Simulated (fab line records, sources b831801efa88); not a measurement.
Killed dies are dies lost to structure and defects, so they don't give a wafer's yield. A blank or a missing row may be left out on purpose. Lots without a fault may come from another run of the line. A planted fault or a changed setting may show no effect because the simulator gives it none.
fab line records | flow sky130
record lots=7 wafers=21 last_day=50
route steps=708 shown VT_ADJUST_LVTN@116 VT_ADJUST_NCORE@119 VT_ADJUST_HVTR@131 PAD_OPEN@708
lots that met no fault: from a run of the same line without faults
start_h: hours from the record's first day to the start of the lot's first wafer shown | wait_h: hours since the lot's step before | " the same as in the row above | L1.1+2: a row that stands for several wafers | - no value, or no start given | * or withheld: withheld | < > ~ a bound
route shown NAME@n: a module of which the file shows steps, and the number in the route of the first | usual: mean/standard deviation of fault-free wafers | same: alike in all rows | chamber/n: place in a boat | sites: the reading at each site | _std_site: their standard deviation | _edge_site: outer sites' mean less inner sites' | radius_mm: how far each site lies from the wafer's centre | mask NAME#n: copy n | behind: the tool/chamber that last shaped the wafer | hold: why the lot was held/for how many hours/how that ended | device: the transistor (n, p or np) that didn't switch | end of line: the same wafers' tests at the end of the route | a step without rows: its recipe alone | killed: dies lost to structure and defects at the first sort, not the wafer's yield | map: a wafer's dies, x killed, . not, _ none there
set.NAME: the setting as run; set.NAME@STEP: as run at that earlier step | model.NAME: the simulator's own value behind a step, which no gauge read
lots at some steps of the route; a table a step, a row a wafer
services: from which hour (start_h, from the record's first day; less than 0 if before it) a tool's chamber was out of use, for how many hours, and why
## steps
# step SKY_VT_ADJUST_LVTN_IMPLANT_19
# recipe species=B energy_kev=30 dose_cm2=6.5e+11 tilt_deg=withheld
# step SKY_VT_ADJUST_LVTN_STRIP_20
# recipe chemistry=O2/N2 power_w=1400 pressure_mtorr=1500 platen_temp_c=withheld o2_flow_sccm=3000 n2_flow_sccm=300 overash_fraction=0.5
# usual drypump_motor_current_A=5.4/0.41 oes_product_au=0.716/0.0048 strip_time_to_endpoint_s=14.17/0.041
# columns lot.wafer tool chamber start_h wait_h drypump_motor_current_A oes_product_au rf_hours_counter_h strip_time_to_endpoint_s
L299.1 plasma_asher-03 0 201.54 0.1 4.9 0.713 37 14.16
L299.3 " 0 " " 4.9 0.725 - 14.15
L299.4 " 1 " " 5.3 0.713 - 14.17
L301.1 plasma_asher-01 1 209.11 0.1 5.9 0.716 54 14.17
L301.2 " 0 " " 6.0 0.719 54 14.19
L301.5 " 1 " " 5.9 0.707 - 14.19
L303.1 plasma_asher-01 0 223.54 0.1 5.9 0.710 55 14.15
L303.4 " 0 " " 5.9 0.714 - 14.10
L303.5 " 1 " " 6.0 0.711 - 14.16
L304.2 plasma_asher-03 1 227.06 0.1 5.2 0.723 39 14.18
L304.4 " 1 " " 5.2 0.718 - 14.17
L304.5 " 1 " " 5.2 0.726 - 14.18
L305.1 plasma_asher-04 0 235.94 0.1 5.6 0.713 12 14.12
L305.2 " 1 " " 5.6 0.712 12 14.13
L305.6 " 1 " " 5.6 0.720 - 14.12
L306.2 plasma_asher-04 1 243.93 0.1 5.6 0.715 13 14.19
L306.4 " 0 " " 5.7 0.715 - 14.21
L306.5 " 0 " " 5.6 0.715 - 14.23
L314.3 plasma_asher-03 1 300.07 0.1 5.2 0.713 - 14.21
L314.4 " 0 " " 4.9 0.719 - 14.17
L314.6 " 1 " " 5.2 0.721 - 14.19
# step SKY_VT_ADJUST_LVTN_TW_MEAS_21
# usual VT_ADJUST_LVTN_2_TW=186.0/0.94
# columns lot.wafer tool chamber start_h wait_h VT_ADJUST_LVTN_2_TW
L299.1 film_metro-02 - 201.64 0.1 184.8
L299.3 " - " " 185.8
L299.4 " - " " 184.5
L301.1 film_metro-04 - 209.21 0.1 186.6
L301.2 " - " " 186.4
L301.5 " - " " 187.4
L303.1 film_metro-04 - 223.64 0.1 187.1
L303.4 " - " " 186.6
L303.5 " - " " 186.6
L304.2 film_metro-03 - 227.17 0.1 186.2
L304.4 " - " " 186.5
L304.5 " - " " 185.9
L305.1 film_metro-04 - 236.04 0.1 187.1
L305.2 " - " " 187.6
L305.6 " - " " 187.0
L306.2 film_metro-04 - 244.04 0.1 185.1
L306.4 " - " " 183.8
L306.5 " - " " 184.3
L314.3 film_metro-04 - 300.16 0.1 187.1
L314.4 " - " " 186.4
L314.6 " - " " 187.2
# step SKY_VT_ADJUST_NCORE_DEHYDRATE_00
# recipe temp_c=200 time_s=60
# step SKY_VT_ADJUST_NCORE_HMDS_01
# recipe prime_time_s=60 prime_temp_c=120
# step SKY_VT_ADJUST_NCORE_COAT_02
# recipe resist=NOVOLAK spin_rpm=3000 resist_thk_nm=1140
# step SKY_VT_ADJUST_NCORE_SOFTBAKE_03
# recipe temp_c=90 time_s=60 resist=NOVOLAK
# step SKY_VT_ADJUST_NCORE_EXPOSE_04
# recipe mask_id=LVTN_COMPLEMENT_THIN na=0.6 source_shape=conventional sigma_outer=0.6 polarization=unpolarized target_cd_nm=380 dose_mj=139
# step SKY_VT_ADJUST_NCORE_PEB_05
# recipe temp_c=withheld time_s=* resist=NOVOLAK
# step SKY_VT_ADJUST_NCORE_DEVELOP_06
# recipe resist=NOVOLAK developer=TMAH develop_time_s=60 dev_temp_c=23
# step SKY_VT_ADJUST_NCORE_CD_MEAS_07
# recipe target_cd_nm=380
# usual cd_nm=379.1/2.1
# columns lot.wafer tool chamber start_h wait_h cd_nm
L299.1 cd_sem-02 - 223.15 0.1 379.1
L299.3 " - " " 377.2
L299.4 " - " " 377.8
L301.1 cd_sem-01 - 230.69 0.1 378.4
L301.2 " - " " 378.7
L301.5 " - " " 378.5
L303.1 cd_sem-01 - 246.15 0.1 376.8
L303.4 " - " " 377.0
L303.5 " - " " 375.5
L304.2 cd_sem-01 - 249.11 0.1 379.3
L304.4 " - " " 378.0
L304.5 " - " " 380.9
L305.1 cd_sem-01 - 259.29 0.1 381.1
L305.2 " - " " 379.3
L305.6 " - " " 375.8
L306.2 cd_sem-01 - 268.07 0.1 383.1
L306.4 " - " " 380.8
L306.5 " - " " 383.0
L314.3 cd_sem-02 - 325.93 0.1 379.4
L314.4 " - " " 381.4
L314.6 " - " " 377.7
# step SKY_VT_ADJUST_NCORE_OVL_MEAS_08
# usual VT_ADJUST_NCORE_OVL=-0.4/1.4
# columns lot.wafer tool chamber start_h wait_h VT_ADJUST_NCORE_OVL[nm]
L299.1 overlay-02 - 223.27 0.1 -0.7
L299.3 " - " " 0.3
L299.4 " - " " -2.1
L301.1 overlay-01 - 230.81 0.1 -0.2
L301.2 " - " " -0.5
L301.5 " - " " 0.6
L303.1 overlay-02 - 246.27 0.1 -1.5
L303.4 " - " " -0.5
L303.5 " - " " 0.2
L304.2 overlay-01 - 249.22 0.1 1.4
L304.4 " - " " 1.3
L304.5 " - " " -0.9
L305.1 overlay-02 - 259.41 0.1 0.4
L305.2 " - " " 0.5
L305.6 " - " " 1.1
L306.2 overlay-02 - 268.17 0.1 -1.9
L306.4 " - " " -1.0
L306.5 " - " " -1.4
L314.3 overlay-01 - 326.02 0.1 -1.3
L314.4 " - " " -2.5
L314.6 " - " " -2.1
# step SKY_VT_ADJUST_NCORE_IMPLANT_09
# recipe species=B energy_kev=10 dose_cm2=2.4e+12 tilt_deg=withheld
# usual dose_ions_cm2=2.3994e+12/2.8e+09 faraday_current_uA=13.55/0.27
# columns lot.wafer tool chamber start_h wait_h dose_ions_cm2 faraday_current_uA
L299.1 implanter-04 0 223.30 0.0 2.3976e+12 13.57
L299.3 " 0 " " 2.4002e+12 13.31
L299.4 " 0 " " 2.4065e+12 13.18
L301.1 implanter-02 0 230.85 0.0 2.3994e+12 13.18
L301.2 " 0 " " 2.4022e+12 13.54
L301.5 " 0 " " 2.3983e+12 13.35
L303.1 implanter-01 0 246.30 0.0 2.399e+12 13.59
L303.4 " 0 " " 2.3971e+12 13.03
L303.5 " 0 " " 2.3996e+12 13.20
L304.2 implanter-02 0 249.27 0.0 7.21e+11 3.96
L304.4 " 0 " " 7.197e+11 4.06
L304.5 " 0 " " 7.237e+11 4.15
L305.1 implanter-02 0 259.45 0.0 7.239e+11 4.01
L305.2 " 0 " " 7.224e+11 4.09
L305.6 " 0 " " 7.185e+11 4.12
L306.2 implanter-02 0 268.23 0.0 7.226e+11 4.09
L306.4 " 0 " " 7.224e+11 4.08
L306.5 " 0 " " 7.224e+11 4.00
L314.3 implanter-02 0 326.10 0.1 2.3995e+12 13.37
L314.4 " 0 " " 2.3948e+12 13.64
L314.6 " 0 " " 2.3933e+12 13.82
# step SKY_VT_ADJUST_NCORE_STRIP_10
# recipe chemistry=O2/N2 power_w=1400 pressure_mtorr=1500 platen_temp_c=withheld o2_flow_sccm=3000 n2_flow_sccm=300 overash_fraction=0.5
# usual drypump_motor_current_A=5.3/0.32 oes_product_au=0.716/0.0049 strip_time_to_endpoint_s=14.18/0.05
# columns lot.wafer tool chamber start_h wait_h drypump_motor_current_A oes_product_au rf_hours_counter_h strip_time_to_endpoint_s
L299.1 plasma_asher-02 1 223.45 0.1 5.5 0.719 56 14.13
L299.3 " 0 " " 5.8 0.709 - 14.16
L299.4 " 1 " " 5.5 0.724 - 14.16
L301.1 plasma_asher-04 1 231.00 0.1 5.6 0.712 12 14.18
L301.2 " 0 " " 5.6 0.721 12 14.19
L301.5 " 1 " " 5.6 0.713 - 14.15
L303.1 plasma_asher-03 0 246.45 0.1 4.9 0.713 41 14.23
L303.4 " 0 " " 4.9 0.711 - 14.24
L303.5 " 1 " " 5.3 0.718 - 14.24
L304.2 plasma_asher-03 1 249.40 0.1 5.2 0.725 41 14.19
L304.4 " 0 " " 4.9 0.710 - 14.20
L304.5 " 0 " " 4.9 0.707 - 14.21
L305.1 plasma_asher-02 0 259.60 0.1 5.7 0.720 60 14.19
L305.2 " 1 " " 5.5 0.720 60 14.19
L305.6 " 0 " " 5.8 0.717 - 14.25
L306.2 plasma_asher-03 0 268.35 0.1 4.8 0.718 43 14.12
L306.4 " 1 " " 5.2 0.715 - 14.16
L306.5 " 0 " " 4.9 0.709 - 14.18
L314.3 plasma_asher-03 0 326.23 0.1 4.9 0.717 - 14.23
L314.4 " 1 " " 5.3 0.723 - 14.20
L314.6 " 1 " " 5.2 0.720 - 14.23
# step SKY_VT_ADJUST_NCORE_TW_MEAS_11
# usual VT_ADJUST_NCORE_TW=216.4/1.1
# columns lot.wafer tool chamber start_h wait_h VT_ADJUST_NCORE_TW
L299.1 film_metro-02 - 223.55 0.1 217.0
L299.3 " - " " 217.6
L299.4 " - " " 216.6
L301.1 film_metro-02 - 231.10 0.1 216.5
L301.2 " - " " 217.2
L301.5 " - " " 217.1
L303.1 film_metro-02 - 246.55 0.1 216.7
L303.4 " - " " 216.0
L303.5 " - " " 214.4
L304.2 film_metro-01 - 249.51 0.1 155.2
L304.4 " - " " 155.1
L304.5 " - " " 156.0
L305.1 film_metro-02 - 259.70 0.1 156.8
L305.2 " - " " 157.4
L305.6 " - " " 157.1
L306.2 film_metro-01 - 268.46 0.1 154.6
L306.4 " - " " 156.8
L306.5 " - " " 155.1
L314.3 film_metro-01 - 326.32 0.1 214.2
L314.4 " - " " 213.6
L314.6 " - " " 214.4
# step SKY_VT_ADJUST_HVTR_DEHYDRATE_00
# recipe temp_c=200 time_s=60
# step SKY_PAD_OPEN_PROBE_99
# usual killed_at_M0_to_M3=43/7.3 killed_at_M4_up=3.6/1.9 killed_at_contacts=23/5.3 killed_at_front_end=15/4.5 killed_at_other=0.3/0.72 killed_dies=85/9.4 killed_open=46/6.7 killed_short=38/6.8
# same gross_dies=492 killed_at_back_side=0
# columns lot.wafer tool chamber start_h wait_h killed_at_M0_to_M3 killed_at_M4_up killed_at_contacts killed_at_front_end killed_at_other killed_dies killed_open killed_short model.etest.nfet_16v.r_on_ohm_um model.etest.pfet_16v.r_on_ohm_um model.etest.pfet_g5v0d10v5.r_on_ohm_um model.etest.tip_p.rs_ohm_sq model.etest.pfet_01v8.r_on_ohm_um model.etest.res_pwell_under_gate.rs_ohm_sq model.etest.nfet_g5v0d10v5.r_on_ohm_um model.etest.tip_p_5v.rs_ohm_sq
L299.1 prober-02 - 1112.87 0.1 39 3 24 17 0 83 52 31 1.405e+04 1.534e+04 4704 6988 2902 2278 1890 2908
L299.3 prober-02 - 1112.97 0.2 40 1 31 16 0 88 46 42 1.417e+04 1.54e+04 4678 6988 2881 2275 1882 2850
L299.4 prober-02 - 1113.02 0.2 50 3 25 11 1 90 50 40 1.415e+04 1.525e+04 4811 6947 2891 2286 1882 2892
L301.1 prober-01 - 1116.67 0.1 49 1 18 13 0 81 51 30 1.423e+04 1.556e+04 4748 6888 2860 2281 1934 2812
L301.2 prober-01 - 1116.72 0.1 48 2 22 13 0 85 42 43 1.433e+04 1.536e+04 4762 6863 2890 2281 1923 2816
L301.5 prober-01 - 1116.87 0.2 47 1 28 11 1 88 42 46 1.434e+04 1.556e+04 4749 6898 2870 2280 1911 2802
L303.1 prober-02 - 1134.22 0.1 29 6 13 10 0 58 33 25 1.38e+04 1.502e+04 4702 6848 2924 2316 1874 2870
L303.4 prober-02 - 1134.37 0.2 43 7 23 10 0 83 46 37 1.387e+04 1.521e+04 4720 6815 2869 2305 1894 2842
L303.5 prober-02 - 1134.42 0.2 30 1 31 10 1 73 46 27 1.385e+04 1.574e+04 4784 6918 2927 2317 1901 2865
L304.2 prober-01 - 1141.82 0.1 47 2 19 26 0 94 45 49 1.18e+04 1.744e+04 5696 7565 3291 2517 1697 2989
L304.4 prober-01 - 1141.92 0.2 52 3 19 17 0 91 49 42 1.16e+04 1.681e+04 5534 7504 3275 2507 1663 2997
L304.5 prober-01 - 1141.97 0.2 47 4 15 21 0 87 46 41 1.177e+04 1.692e+04 5659 7497 3308 2541 1700 3002
L305.1 prober-02 - 1163.91 0.1 47 2 33 9 0 91 50 41 1.165e+04 1.731e+04 5664 7352 3188 2534 1672 3016
L305.2 prober-02 - 1163.96 0.1 35 4 29 10 0 78 51 26 1.147e+04 1.693e+04 5563 7403 3130 2531 1652 3045
L305.6 prober-02 - 1164.16 0.2 34 7 23 10 0 74 40 33 1.169e+04 1.731e+04 5597 7379 3128 2520 1664 3050
L306.2 prober-02 - 1164.26 0.2 52 3 22 10 0 87 53 34 1.172e+04 1.728e+04 5626 7242 3148 2516 1670 3033
L306.4 prober-02 - 1164.36 0.2 50 9 20 20 0 99 55 44 1.179e+04 1.733e+04 5629 7319 3227 2509 1662 3030
L306.5 prober-02 - 1164.41 0.3 34 3 21 11 0 69 38 31 1.176e+04 1.738e+04 5654 7367 3203 2505 1680 3035
L314.3 prober-01 - 1192.11 0.2 48 7 29 18 1 103 54 49 1.436e+04 1.505e+04 4844 6832 2943 2311 1896 2841
L314.4 prober-01 - 1192.16 0.2 49 1 22 17 0 89 51 38 1.419e+04 1.55e+04 4867 6783 2997 2303 1912 2846
L314.6 prober-01 - 1192.26 0.2 48 2 17 18 0 85 39 46 1.41e+04 1.505e+04 4738 6816 2960 2294 1874 2841
# killed by level:class
L299.1 CONTACT:geometric_particle:open=14 VIA1:geometric_particle:open=8 VIA3:geometric_particle:open=6 VIA2:geometric_particle:open=5 FIELD_ISO:geometric_particle:open=5 METAL1:geometric_particle:short=5 LI_CONTACT:geometric_particle:open=4 FIELD_ISO:geometric_particle:short=4
L299.3 VIA1:geometric_particle:open=11 CONTACT:geometric_particle:short=9 CONTACT:geometric_particle:open=7 LI_CONTACT:geometric_particle:open=6 VIA3:geometric_particle:short=6 FIELD_ISO:geometric_particle:short=5 METAL1:geometric_particle:short=5 LI_CONTACT:geometric_particle:short=4
L299.4 VIA1:geometric_particle:open=13 VIA3:geometric_particle:open=10 CONTACT:geometric_particle:open=10 CONTACT:geometric_particle:short=7 VIA1:geometric_particle:short=6 LI_CONTACT:geometric_particle:open=6 METAL2:geometric_particle:short=6 FIELD_ISO:geometric_particle:short=4
L301.1 VIA3:geometric_particle:open=10 VIA1:geometric_particle:open=10 CONTACT:geometric_particle:open=9 METAL1:geometric_particle:short=8 VIA2:geometric_particle:open=7 LI_CONTACT:geometric_particle:open=5 VIA3:geometric_particle:short=4 POLY_GATE:geometric_particle:open=4
L301.2 VIA1:geometric_particle:open=9 LI_CONTACT:geometric_particle:open=7 VIA3:geometric_particle:open=7 METAL2:geometric_particle:short=7 VIA2:geometric_particle:open=7 CONTACT:geometric_particle:open=6 METAL1:geometric_particle:short=6 VIA3:geometric_particle:short=5
L301.5 CONTACT:geometric_particle:open=14 VIA1:geometric_particle:short=11 CONTACT:geometric_particle:short=8 METAL1:geometric_particle:short=8 VIA1:geometric_particle:open=7 VIA3:geometric_particle:open=6 LI_CONTACT:geometric_particle:open=5 METAL2:geometric_particle:short=5
L303.1 METAL2:geometric_particle:short=8 VIA1:geometric_particle:open=7 LI_CONTACT:geometric_particle:open=6 VIA3:geometric_particle:open=6 POLY_GATE:geometric_particle:open=4 METAL4:geometric_particle:short=4 FIELD_ISO:geometric_particle:short=3 VIA3:geometric_particle:short=3
L303.4 VIA1:geometric_particle:open=14 CONTACT:geometric_particle:open=11 METAL2:geometric_particle:short=6 METAL4:geometric_particle:short=6 CONTACT:geometric_particle:short=5 VIA3:geometric_particle:open=4 POLY_GATE:geometric_particle:open=4 LI_CONTACT:geometric_particle:open=4
L303.5 LI_CONTACT:geometric_particle:open=11 CONTACT:geometric_particle:open=10 VIA1:geometric_particle:open=8 LI_CONTACT:geometric_particle:short=5 METAL2:geometric_particle:short=5 METAL1:geometric_particle:short=4 VIA2:geometric_particle:open=4 VIA3:geometric_particle:open=4
L304.2 VIA1:geometric_particle:short=9 VIA2:geometric_particle:open=9 VIA3:geometric_particle:open=8 FIELD_ISO:geometric_particle:short=7 FIELD_ISO:geometric_particle:open=7 CONTACT:geometric_particle:open=6 POLY_GATE:geometric_particle:short=5 LOCAL_INTERCONNECT:geometric_particle:short=5
L304.4 VIA1:geometric_particle:open=10 METAL1:geometric_particle:short=8 CONTACT:geometric_particle:open=7 VIA2:geometric_particle:open=7 VIA3:geometric_particle:open=6 FIELD_ISO:geometric_particle:open=4 FIELD_ISO:geometric_particle:short=4 POLY_GATE:geometric_particle:open=4
L304.5 VIA1:geometric_particle:open=11 VIA3:geometric_particle:open=7 CONTACT:geometric_particle:open=6 METAL1:geometric_particle:short=6 FIELD_ISO:geometric_particle:open=5 VIA2:geometric_particle:short=5 FIELD_ISO:geometric_particle:short=4 SPACER:geometric_particle:open=4
L305.1 CONTACT:geometric_particle:open=12 VIA1:geometric_particle:open=11 METAL1:geometric_particle:short=10 VIA3:geometric_particle:open=9 LI_CONTACT:geometric_particle:open=7 VIA1:geometric_particle:short=6 LOCAL_INTERCONNECT:geometric_particle:short=5 CONTACT:geometric_particle:short=5
L305.2 CONTACT:geometric_particle:open=17 VIA1:geometric_particle:open=9 VIA3:geometric_particle:open=7 LI_CONTACT:geometric_particle:open=5 CONTACT:geometric_particle:short=5 VIA1:geometric_particle:short=3 VIA2:geometric_particle:open=3 METAL2:geometric_particle:short=3
L305.6 CONTACT:geometric_particle:open=11 VIA1:geometric_particle:open=9 LOCAL_INTERCONNECT:geometric_particle:short=7 VIA2:geometric_particle:open=5 VIA3:geometric_particle:open=5 METAL2:geometric_particle:short=4 VIA3:geometric_particle:short=4 METAL4:geometric_particle:short=4
L306.2 CONTACT:geometric_particle:open=12 VIA1:geometric_particle:open=12 VIA2:geometric_particle:open=10 VIA3:geometric_particle:open=7 METAL1:geometric_particle:short=6 VIA1:geometric_particle:short=5 POLY_GATE:geometric_particle:open=4 LOCAL_INTERCONNECT:geometric_particle:short=4
L306.4 VIA1:geometric_particle:open=13 VIA3:geometric_particle:open=12 CONTACT:geometric_particle:open=9 METAL2:geometric_particle:short=6 METAL1:geometric_particle:short=5 METAL4:geometric_particle:short=5 FIELD_ISO:geometric_particle:short=4 POLY_GATE:geometric_particle:short=4
L306.5 CONTACT:geometric_particle:open=9 METAL1:geometric_particle:short=7 LI_CONTACT:geometric_particle:open=6 VIA1:geometric_particle:open=5 VIA2:geometric_particle:open=5 POLY_GATE:geometric_particle:open=4 VIA3:geometric_particle:open=4 CONTACT:geometric_particle:short=3
L314.3 VIA1:geometric_particle:open=11 VIA2:geometric_particle:open=9 LI_CONTACT:geometric_particle:open=8 FIELD_ISO:geometric_particle:open=7 CONTACT:geometric_particle:open=7 METAL4:geometric_particle:short=7 LOCAL_INTERCONNECT:geometric_particle:short=6 METAL2:geometric_particle:short=6
L314.4 VIA1:geometric_particle:open=14 CONTACT:geometric_particle:open=13 FIELD_ISO:geometric_particle:short=7 VIA2:geometric_particle:open=7 FIELD_ISO:geometric_particle:open=6 METAL1:geometric_particle:short=5 METAL2:geometric_particle:short=5 VIA1:geometric_particle:short=5
L314.6 VIA1:geometric_particle:open=9 VIA1:geometric_particle:short=8 METAL1:geometric_particle:short=7 VIA3:geometric_particle:open=7 CONTACT:geometric_particle:short=6 FIELD_ISO:geometric_particle:short=5 POLY_GATE:geometric_particle:short=5 METAL3:geometric_particle:short=5
## services
# columns tool chamber start_h hours kind
implanter-01 - 178.81 3.4 repair
plasma_asher-02 - 183.08 1.3 repair
implanter-01 - 188.03 0.9 repair
plasma_asher-02 - 192.57 2.1 repair
implanter-02 - 197.42 2.1 repair
implanter-01 - 204.37 0.5 repair
plasma_asher-03 - 220.43 4.1 repair
implanter-01 - 248.10 2.3 repair
plasma_asher-02 - 253.98 0.7 repair
plasma_asher-04 - 260.05 2.1 repair
plasma_asher-03 - 261.82 1.4 repair
implanter-01 - 265.62 8.4 repair
plasma_asher-04 - 279.58 28.1 pm
implanter-02 - 301.66 3.0 repair
implanter-02 - 304.62 3.6 pm
implanter-02 - 309.41 1.6 repair
plasma_asher-04 - 317.54 29.5 repair
## key
first_sign step=SKY_VT_ADJUST_NCORE_IMPLANT_09 reading=dose_ions_cm2 direction=down sigmas=99+ usual=* struck=*
effect step=SKY_VT_ADJUST_NCORE_IMPLANT_09 reading=faraday_current_uA direction=down sigmas=36 usual=13.55 struck=4.06
effect step=SKY_VT_ADJUST_NCORE_TW_MEAS_11 reading=VT_ADJUST_NCORE_TW direction=down sigmas=54 usual=216.4 struck=156.0
model_effect step=SKY_PAD_OPEN_PROBE_99 value=etest.nfet_16v.r_on_ohm_um without=1.4e+04 struck=1.17e+04
met_at SKY_VT_ADJUST_NCORE_IMPLANT_09
struck_wafers L304.2,L304.4,L304.5,L305.1,L305.2,L305.6,L306.2,L306.4,L306.5
tester_left_out L304,L305,L306
onset_between 230.85 249.27
fault kind=process_parameter_drift tool=implanter-02 chamber=- onset_h=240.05 steps=SKY_VT_ADJUST_NCORE_IMPLANT_09 channel=dose_cm2 offset=* shape=step end_h=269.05 acts_in=* stated=*
# tester_left_out: of these lots the tester's yield and bins aren't shown, on N5 and GAA mostly nor the transistor test; their killed dies are dies lost to structure and defects alone, not to doping, threshold or leakage, so they don't give the yield
